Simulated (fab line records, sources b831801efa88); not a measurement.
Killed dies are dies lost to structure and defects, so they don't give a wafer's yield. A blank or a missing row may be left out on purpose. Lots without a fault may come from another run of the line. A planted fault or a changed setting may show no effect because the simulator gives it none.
A struck lot beside a sound one | flow sfq_line | 14 steps out of a route of 325
Sound: wafers L307.2, L307.3, L307.5. Struck: wafer L319.3. (L319.2, L319.4 of the same lot were not struck and are left out.) The cause comes at the end.
At each step with rows: each side's tool, then ch and its chambers, then its first start. Under that, the readings that differ: sound wafers | struck wafers | difference of the means | sigmas: that difference in standard deviations of wafers without a fault.
alike: readings whose means differ by less than 2 such deviations, and words and numbers that are the same on both sides. not compared: withheld readings, readings that some wafer has no value for, bounds like >300 that may hide the same value, and numbers for which the record gives no deviation and whose values overlap.
The two part at a step that has a row with sigmas, a row that says differs or no value, or rows on one side only. Numbers that don't overlap but have no deviation are shown without sigmas and don't part them. A reading that every wafer of one side lacks parts them only if that side has two wafers or more.

first, 7 steps without rows for these wafers: SFQ_TRILAYER_JJ_CE_STRIP_SOLV_CLEAN_121 (cleans in NMP, time 600 s); SFQ_TRILAYER_M5_LITHO_COAT_128 (resist thk 62 nm); SFQ_TRILAYER_M5_LITHO_COAT_123 (resist thk 600 nm); SFQ_TRILAYER_M5_LITHO_SOFTBAKE_127; SFQ_TRILAYER_M5_LITHO_EXPOSE_124 (exposes mask M5, target cd 700 nm); SFQ_TRILAYER_M5_LITHO_PEB_126 (peb time 60 s); SFQ_TRILAYER_M5_LITHO_DEVELOP_125 (time 60 s).
SFQ_M5_OVL_MEAS_932:
  sound on overlay-01, day 49 04:25; struck on overlay-01, day 61 07:53
  alike: M5_OVL
SFQ_TRILAYER_M5_BARC_OPEN_METAL_ETCH_161: etches BARC in O2, target depth 125 nm, time 41.7 s.
  sound on rie_metal-02 ch 0,1, day 49 04:26; struck on rie_metal-03 ch 1, day 61 07:55
  alike: drypump_motor_current_A, oes_product_au
  not compared: rf_hours_counter_h
SFQ_TRILAYER_M5_ETCH_METAL_ETCH_126: etches Nb in Cl2/BCl3, stops on SiO2, time 203.2 s, target depth 265 nm.
  sound on rie_metal-02 ch 0,1, day 49 04:30; struck on rie_metal-03 ch 1, day 61 07:59
  alike: drypump_motor_current_A, oes_product_au
  not compared: rf_hours_counter_h
SFQ_TRILAYER_M5_STRIP_STRIP_127: strips in O2.
  sound on rie_metal-02 ch 0,1, day 49 04:42; struck on rie_metal-03 ch 1, day 61 08:10
  reading           | sound             | struck | difference | sigmas
  platen_temp_c (C) | 40.07 40.06 40.13 | 39.85  | -0.24      | -2
  alike: drypump_motor_current_A, oes_product_au
  not compared: rf_hours_counter_h
then, 1 step without rows for these wafers: SFQ_TRILAYER_M5_STRIP_SOLV_CLEAN_128 (cleans in NMP, time 600 s).
SFQ_TRILAYER_A5B_DEP_PECVD_129: deposits SiO2 from SiH4/N2O, time 133.33 s, target thk 600 nm.
  sound on pecvd-04 ch 0,1, day 49 05:28; struck on pecvd-03 ch 1, day 61 08:58
  reading                                              | sound             | struck | difference | sigmas
  heater_power_w (W)                                   | 101 92 106        | 56     | -44        | -3
  run_length_s (s)                                     | 160.9 160.7 160.9 | 168.1  | +7.3       | +16
  model.SiO2_of_TRILAYER_A5B_DEP_PECVD_129.thk_nm (nm) | 589.5 609.5 607.2 | 613.1  | +11.0      |
  alike: throttle_valve_pct
SFQ_TRILAYER_A5B_CMP_CMP_130: polishes, stops on Nb, target thk 340.7 nm.
  sound on cmp-01 ch 0,1,3, day 50 01:46; struck on cmp-01 ch 3, day 61 09:03
  alike: motor_current_A

WHERE THEY PART
First at SFQ_TRILAYER_M5_STRIP_STRIP_127; last, within this record, at SFQ_TRILAYER_A5B_DEP_PECVD_129. Later steps at which nothing parts them and some readings are alike: SFQ_TRILAYER_A5B_CMP_CMP_130.

WHY: what the simulator had put in
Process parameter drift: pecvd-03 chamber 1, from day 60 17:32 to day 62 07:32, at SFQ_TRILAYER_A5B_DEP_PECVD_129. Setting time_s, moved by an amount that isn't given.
